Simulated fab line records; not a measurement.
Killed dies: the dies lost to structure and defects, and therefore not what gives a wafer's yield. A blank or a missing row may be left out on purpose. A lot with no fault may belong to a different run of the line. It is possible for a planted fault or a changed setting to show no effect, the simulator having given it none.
Which tool was responsible? + flow gf180mcu + 14 lots with 42 wafers sampled at 4 steps, on a route of 602 steps

## WHAT THE GAUGES READ, wafer by wafer
GF_M3_THK_MEAS_06: measures by xrf. Usual: for M3_ALCU_THK the level is 453 nm and the standard deviation is 4.8.
| lot  | measured     | on            | M3_ALCU_THK (nm) | flag |
|------|--------------|---------------|------------------|------|
| L227 | day 20 18:41 | film_metro-04 | 456 455 453      |      |
| L228 | day 21 02:28 | film_metro-01 | 461 459 456      |      |
| L230 | day 21 23:17 | film_metro-01 | 460 459 459      |      |
| L232 | day 22 11:18 | film_metro-01 | 461 460 458      |      |
| L235 | day 23 17:53 | film_metro-04 | 449 446 446      |      |
| L237 | day 24 09:52 | film_metro-03 | 445 448 446      |      |
| L238 | day 24 23:36 | film_metro-01 | 450 454 453      |      |
| L239 | day 25 03:16 | film_metro-04 | 453 454 447      |      |
| L240 | day 25 10:36 | film_metro-04 | 453 449 457      |      |
| L241 | day 25 15:38 | film_metro-04 | 446 450 445      |      |
| L246 | day 27 07:55 | film_metro-03 | 450 451 453      |      |
| L247 | day 27 12:55 | film_metro-03 | 451 451 449      |      |
| L248 | day 27 16:46 | film_metro-03 | 459 459 459      |      |
| L249 | day 28 01:26 | film_metro-03 | 450 447 448      |      |

GF_V4_BOW_MEAS_05. Usual: for V4_BOW the level is 134 um and the standard deviation is 10.
| lot  | measured     | on            | V4_BOW (um) | flag |
|------|--------------|---------------|-------------|------|
| L227 | day 23 21:44 | film_metro-02 | 141 149 139 |      |
| L228 | day 24 04:29 | film_metro-04 | 125 130 136 |      |
| L230 | day 25 00:11 | film_metro-04 | 125 140 133 |      |
| L232 | day 25 11:57 | film_metro-01 | 136 139 156 |      |
| L235 | day 26 15:48 | film_metro-01 | 129 131 131 |      |
| L237 | day 27 06:13 | film_metro-02 | 154 133 133 |      |
| L238 | day 27 17:59 | film_metro-02 | 131 126 129 |      |
| L239 | day 27 21:38 | film_metro-01 | 140 136 142 |      |
| L240 | day 28 04:26 | film_metro-01 | 130 132 135 |      |
| L241 | day 28 09:25 | film_metro-02 | 129 142 134 |      |
| L246 | day 29 21:38 | film_metro-04 | 138 129 138 |      |
| L247 | day 30 03:08 | film_metro-02 | 151 153 154 |      |
| L248 | day 30 07:40 | film_metro-01 | 127 142 130 |      |
| L249 | day 30 14:55 | film_metro-04 | 137 134 140 |      |

GF_V5_THK_MEAS_01. Usual: for V5_CVD_00_THK the level is 299.8 nm and the standard deviation is 2.6.
| lot  | measured     | on            | V5_CVD_00_THK (nm) | flag |
|------|--------------|---------------|--------------------|------|
| L227 | day 26 17:09 | film_metro-01 | 299.5 299.4 301.8  |      |
| L228 | day 27 00:23 | film_metro-03 | 298.4 299.5 294.6  |      |
| L230 | day 27 19:04 | film_metro-02 | 300.5 299.4 302.5  |      |
| L232 | day 28 05:13 | film_metro-03 | 301.0 300.5 304.1  |      |
| L235 | day 29 06:31 | film_metro-01 | 300.3 295.4 301.8  |      |
| L239 | day 30 11:01 | film_metro-02 | 298.7 299.1 298.7  |      |
| L240 | day 30 16:10 | film_metro-03 | 298.6 296.8 302.8  |      |
| L241 | day 30 20:32 | film_metro-03 | 296.5 302.3 300.2  |      |
| L246 | day 32 05:16 | film_metro-03 | 302.9 302.1 305.9  |      |
| L247 | day 32 10:34 | film_metro-03 | 299.1 300.6 301.1  |      |
| L248 | day 32 14:36 | film_metro-02 | 303.4 301.3 299.1  |      |
| L249 | day 32 21:11 | film_metro-03 | 294.1 295.8 294.7  |      |

## EACH LOT AND THE TOOL THAT RAN IT (in order: tool; ch and the chambers of the sampled wafers; start)
| lot  | GF_V4_PEB_12                      |
|------|-----------------------------------|
| L227 | litho_track-02 ch 0, day 24 19:53 |
| L228 | litho_track-04 ch 0, day 25 02:43 |
| L230 | litho_track-02 ch 0, day 25 21:58 |
| L232 | litho_track-02 ch 0, day 26 08:53 |
| L235 | litho_track-04 ch 0, day 27 12:19 |
| L237 | litho_track-04, day 28 02:06      |
| L238 | litho_track-02, day 28 13:19      |
| L239 | litho_track-04 ch 0, day 28 16:54 |
| L240 | litho_track-01 ch 0, day 28 23:19 |
| L241 | litho_track-01 ch 0, day 29 04:40 |
| L246 | litho_track-02 ch 0, day 30 15:43 |
| L247 | litho_track-01 ch 0, day 30 20:34 |
| L248 | litho_track-02 ch 0, day 31 01:01 |
| L249 | litho_track-02 ch 0, day 31 07:58 |
- GF_V4_PEB_12: peb time 90 s.

## WHAT THE TOOLS THEMSELVES READ (means of the sampled wafers that have a number; where no wafer has one, the mark that the record gives instead)
GF_V4_PEB_12. Usual: chill_plate_temp_C 22.99 C, standard deviation 0.097; exhaust_pa 45.1 Pa, standard deviation 0.89; resist_line_temp_C 22.97 C, standard deviation 0.097.
| lot  | tool           | chill_plate_temp_C (C) | exhaust_pa (Pa) | resist_line_temp_C (C) | flag |
|------|----------------|------------------------|-----------------|------------------------|------|
| L227 | litho_track-02 | 23.01                  | 44.1            | 23.03                  |      |
| L228 | litho_track-04 | 22.95                  | 44.8            | 22.96                  |      |
| L230 | litho_track-02 | 22.94                  | 46.7            | 22.89                  |      |
| L232 | litho_track-02 | 23.00                  | 45.2            | 23.05                  |      |
| L235 | litho_track-04 | 23.00                  | 45.3            | 23.04                  |      |
| L237 | litho_track-04 | -                      | -               | -                      | OFF  |
| L238 | litho_track-02 | -                      | -               | -                      | OFF  |
| L239 | litho_track-04 | 23.03                  | 45.2            | 23.11                  |      |
| L240 | litho_track-01 | 23.02                  | 44.8            | 22.91                  |      |
| L241 | litho_track-01 | 23.09                  | 45.0            | 22.93                  |      |
| L246 | litho_track-02 | 22.98                  | 45.4            | 23.06                  |      |
| L247 | litho_track-01 | 23.00                  | 44.2            | 23.02                  |      |
| L248 | litho_track-02 | 22.99                  | 45.2            | 22.99                  |      |
| L249 | litho_track-02 | 22.98                  | 46.0            | 22.94                  |      |

## THE ANSWER, worked out from the rows above alone
Rule: take the mean of a lot's wafers that have a number; if it is more than 3 standard deviations from the usual mean, the lot is off. A lot without any number at a reading at which 4 lots or more have one is off too. All remaining lots with rows at the step are treated as sound. First the gauges in route order, then the tools' own readings, where a lot's mean is used as printed above. At the first step where some lot is off, the reading lying furthest off is the one used; lots without a number count as furthest.
Off at GF_V4_PEB_12 (chill_plate_temp_C): L237, L238. Without a number there: L237, L238.
A tool fits if, at that step or a process step before it, it ran every lot that is off, and no sound lot after the first of them. Not one of the candidates tried fits.

## WHAT THE SIMULATOR HAD INSERTED
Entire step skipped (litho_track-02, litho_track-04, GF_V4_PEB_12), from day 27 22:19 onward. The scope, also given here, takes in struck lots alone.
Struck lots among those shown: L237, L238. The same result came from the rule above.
